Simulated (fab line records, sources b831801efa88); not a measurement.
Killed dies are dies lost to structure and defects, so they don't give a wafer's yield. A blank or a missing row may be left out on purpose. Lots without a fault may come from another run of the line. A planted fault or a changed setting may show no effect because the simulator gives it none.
Which tool did it? | flow sky130 | 15 lots, 45 wafers sampled, at 3 steps of a route of 708

WHAT THE GAUGES READ, wafer by wafer
SKY_METAL1_CD_MEAS_15: target cd 140 nm.
lot  | measured     | on        | cd_nm (nm)
L670 | day 32 23:39 | cd_sem-02 | 138.6 139.5 139.6
L673 | day 34 18:36 | cd_sem-01 | 139.7 142.0 142.5
L678 | day 35 16:14 | cd_sem-01 | 141.6 142.6 141.2
L680 | day 36 02:08 | cd_sem-01 | 140.1 139.4 139.7
L679 | day 36 04:39 | cd_sem-02 | 140.8 139.6 139.4
L681 | day 36 09:17 | cd_sem-02 | 140.0 139.7 138.4
L682 | day 36 18:25 | cd_sem-01 | 141.6 141.0 142.8
L683 | day 37 00:29 | cd_sem-02 | 140.8 141.8 139.8
L685 | day 38 07:17 | cd_sem-01 | 138.5 138.1 138.7
L687 | day 38 15:17 | cd_sem-02 | 141.0 141.3 139.0
L688 | day 38 17:40 | cd_sem-01 | 138.9 140.5 140.8
L689 | day 39 11:50 | cd_sem-02 | 140.7 140.5 141.0
L690 | day 39 22:02 | cd_sem-01 | 141.2 141.3 141.5
L692 | day 39 23:01 | cd_sem-01 | 138.9 140.3 140.5
L691 | day 40 03:02 | cd_sem-01 | 141.2 141.3 140.1

SKY_METAL1_OVL_MEAS_16.
lot  | measured     | on         | METAL1_OVL (nm)
L670 | day 32 23:45 | overlay-01 | -16 -8 -17
L673 | day 34 18:43 | overlay-01 | -7 -4 -3
L678 | day 35 16:19 | overlay-02 | -1 4 2
L680 | day 36 02:15 | overlay-01 | 3 10 4
L679 | day 36 04:45 | overlay-02 | -5 3 -4
L681 | day 36 09:24 | overlay-01 | -20 -16 -21
L682 | day 36 18:31 | overlay-02 | -10 1 -8
L683 | day 37 00:36 | overlay-02 | 4 3 2
L685 | day 38 07:25 | overlay-01 | -5 -5 2
L687 | day 38 15:25 | overlay-01 | 1 -5 -4
L688 | day 38 17:46 | overlay-01 | 1 3 4
L689 | day 39 11:57 | overlay-02 | 10 6 9
L690 | day 39 22:10 | overlay-02 | -5 -4 -2
L692 | day 39 23:07 | overlay-01 | -3 -13 -4
L691 | day 40 03:09 | overlay-01 | -9 -3 -11

WHICH TOOL RAN EACH LOT (tool, then ch and the chambers of the sampled wafers, then the start)
lot  | SKY_VT_ADJUST_LVTN_DEVELOP_06
L670 | litho_track-04 ch 0, day 7 04:00
L673 | litho_track-04 ch 0, day 7 21:00
L678 | litho_track-02 ch 0, day 9 10:00
L680 | litho_track-02 ch 0, day 9 18:00
L679 | litho_track-01, day 9 19:00
L681 | litho_track-04, day 10 02:00
L682 | litho_track-01, day 10 08:00
L683 | litho_track-04 ch 0, day 10 14:00
L685 | litho_track-04 ch 0, day 11 05:00
L687 | litho_track-01 ch 0, day 11 13:00
L688 | litho_track-01 ch 0, day 12 03:00
L689 | litho_track-01 ch 0, day 12 19:00
L690 | litho_track-02 ch 0, day 13 06:00
L692 | litho_track-02 ch 0, day 13 09:00
L691 | litho_track-01 ch 0, day 13 10:00
- SKY_VT_ADJUST_LVTN_DEVELOP_06: develop time 60 s.

WHAT THE TOOLS THEMSELVES READ (means of the sampled wafers that have a number; where no wafer has one, the mark that the record gives instead)
SKY_VT_ADJUST_LVTN_DEVELOP_06.
lot  | tool           | chill_plate_temp_C (C)
L670 | litho_track-04 | 23.10
L673 | litho_track-04 | 23.28
L678 | litho_track-02 | 22.96
L680 | litho_track-02 | 23.02
L679 | litho_track-01 | -
L681 | litho_track-04 | -
L682 | litho_track-01 | -
L683 | litho_track-04 | 23.12
L685 | litho_track-04 | 22.99
L687 | litho_track-01 | 22.98
L688 | litho_track-01 | 23.11
L689 | litho_track-01 | 23.04
L690 | litho_track-02 | 23.15
L692 | litho_track-02 | 23.02
L691 | litho_track-01 | 23.03

THE ANSWER, worked out from the rows above alone
Rule: what is usual is taken from the lots themselves. Put in order of their means at a reading, lots are off if they are a third of the lots or fewer, leave a main group of 4 or more, and stand apart from it by a gap of 3 or more times the standard deviation of the main group's means; of several such gaps the widest counts. A main group whose means are all the same, to the digits that the tables above print for the reading, isn't used. A lot without any number at a reading at which 4 lots or more have one is off too. The other lots that the step has rows for count as sound. The gauges are gone through in route order, then the tools' own readings, and for those a lot's mean is taken as printed above. The first step at which some lot is off is used, and at that step the reading that is off furthest; a lot without a number counts as furthest.
Off: L679, L681, L682, at SKY_VT_ADJUST_LVTN_DEVELOP_06 (chill_plate_temp_C). Without a number there: L679, L681, L682. The main group: mean 23.07 C, standard deviation 0.086.
A tool fits if, at that step or a process step before it, it ran every lot that is off, and no sound lot after the first of them. None of those tried fits.

WHAT THE SIMULATOR HAD PUT IN
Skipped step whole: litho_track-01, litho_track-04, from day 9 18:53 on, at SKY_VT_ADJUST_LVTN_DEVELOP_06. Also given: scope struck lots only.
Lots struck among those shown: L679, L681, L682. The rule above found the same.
